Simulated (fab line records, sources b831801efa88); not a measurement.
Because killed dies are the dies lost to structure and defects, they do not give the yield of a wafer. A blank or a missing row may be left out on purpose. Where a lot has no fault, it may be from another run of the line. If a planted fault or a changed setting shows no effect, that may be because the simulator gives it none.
The tool behind it: which one? ; flow gf180mcu ; Sampling: 12 lots, 36 wafers, 6 of 602 route steps

WHAT THE GAUGES SHOWED, per wafer
GF_V5_THK_MEAS_01.
lot;measured;on;V5_CVD_00_THK (nm)
L075;day 26 23:01;film_metro-01;302 298 301
L077;day 27 08:29;film_metro-03;306 302 301
L079;day 28 09:21;film_metro-03;297 298 303
L081;day 28 19:08;film_metro-03;299 297 295
L083;day 29 07:38;film_metro-03;297 298 290
L085;day 30 06:22;film_metro-04;298 296 303
L087;day 30 11:11;film_metro-01;294 298 299
L090;day 31 12:35;film_metro-01;302 301 300
L091;day 31 20:49;film_metro-04;292 294 297
L093;day 32 02:57;film_metro-03;301 302 300
L095;day 32 12:53;film_metro-01;299 298 297
L097;day 32 22:19;film_metro-01;300 303 301

EACH LOT AND THE TOOL THAT RAN IT (in order: tool; ch and the chambers of the sampled wafers; start)
lot;GF_M3_METAL_ETCH_16;GF_V4_SPUTTER_22;GF_V4_CVD_23;GF_MIM_SPUTTER_03;GF_M5_STRIP_11
L075;rie_metal-02 ch 0,1, day 22 01:40;pvd_sputter-01, day 25 02:37;cvd_w-01 ch 0,1, day 25 02:39;pvd_sputter-03, day 25 03:25;plasma_asher-03 ch 0,1, day 26 22:25
L077;rie_metal-04 ch 0, day 22 13:27;pvd_sputter-01, day 25 13:22;cvd_w-01 ch 0,1, day 25 13:25;pvd_sputter-04, day 25 14:10;plasma_asher-03 ch 0,1, day 27 07:54
L079;rie_metal-01 ch 0, day 23 16:42;pvd_sputter-04, day 26 14:13;cvd_w-01 ch 0,1, day 26 14:17;pvd_sputter-02, day 26 15:00;plasma_asher-03 ch 0,1, day 28 08:47
L081;rie_metal-02 ch 0,1, day 24 03:46;pvd_sputter-03, day 27 00:52;cvd_w-02 ch 0,1, day 27 00:54;pvd_sputter-03, day 27 01:39;plasma_asher-01 ch 0,1, day 28 18:32
L083;rie_metal-02 ch 0,1, day 24 17:50;pvd_sputter-01, day 27 14:22;cvd_w-01 ch 0,1, day 27 14:26;pvd_sputter-04, day 27 15:09;plasma_asher-01 ch 0,1, day 29 07:04
L085;rie_metal-04 ch 0,1, day 25 17:30;pvd_sputter-04, day 28 11:40;cvd_w-01 ch 0,1, day 28 11:41;pvd_sputter-03, day 28 15:23;plasma_asher-03 ch 1, day 30 05:47
L087;rie_metal-01 ch 0,1, day 26 01:46;pvd_sputter-03, day 28 19:23;cvd_w-01 ch 0,1, day 28 19:26;pvd_sputter-02, day 28 20:11;plasma_asher-01 ch 0,1, day 30 10:36
L090;rie_metal-04 ch 0,1, day 27 05:28;pvd_sputter-03, day 29 21:34;cvd_w-02 ch 0,1, day 29 21:36;pvd_sputter-04, day 29 22:21;plasma_asher-04 ch 0,1, day 31 11:59
L091;rie_metal-04 ch 0,1, day 27 15:28;pvd_sputter-01, day 30 06:48;cvd_w-01 ch 0,1, day 30 06:50;pvd_sputter-02, day 30 07:35;plasma_asher-01 ch 0,1, day 31 19:53
L093;rie_metal-04 ch 0,1, day 27 23:26;pvd_sputter-01, day 30 13:58;cvd_w-02 ch 0,1, day 30 14:01;pvd_sputter-03, day 30 14:46;plasma_asher-04 ch 0,1, day 32 02:22
L095;rie_metal-04 ch 0,1, day 28 12:18;pvd_sputter-03, day 30 23:55;cvd_w-01 ch 0,1, day 30 23:57;pvd_sputter-04, day 31 00:42;plasma_asher-04 ch 0,1, day 32 12:19
L097;rie_metal-04 ch 0,1, day 28 21:59;pvd_sputter-03, day 31 10:37;cvd_w-01 ch 0,1, day 31 10:39;pvd_sputter-04, day 31 11:24;plasma_asher-01 ch 0,1, day 32 21:45
- GF_M3_METAL_ETCH_16: etches the open film in Cl2/BCl3, stops on SiO2, target depth 627.5 nm, time 104.6 s.
- GF_V4_SPUTTER_22: material TiN, target thk 10 nm, time 40 s.
- GF_V4_CVD_23: deposits W, target thk 350 nm, time 104.9 s.
- GF_MIM_SPUTTER_03: material Ti, target thk 10 nm, time 6.7 s.
- GF_M5_STRIP_11: strips in O2/N2.

THE ANSWER, worked out from the rows above alone
Rule: usual is defined by the lots themselves. Put in order of their means at a reading, lots are off if they are a third of the lots or fewer, leave a main group of 4 or more, and stand apart from it by a gap of 3 or more times the standard deviation of the main group's means; of several such gaps the widest counts. A main group whose means are all the same, to the digits that the tables above print for the reading, isn't used. A lot without any number at a reading at which 4 lots or more have one is off too. Any other lot the step has rows for is counted as sound.
Across all readings shown, no lot is off: no conclusion can be drawn from this.

WHAT THE SIMULATOR HAD INSERTED
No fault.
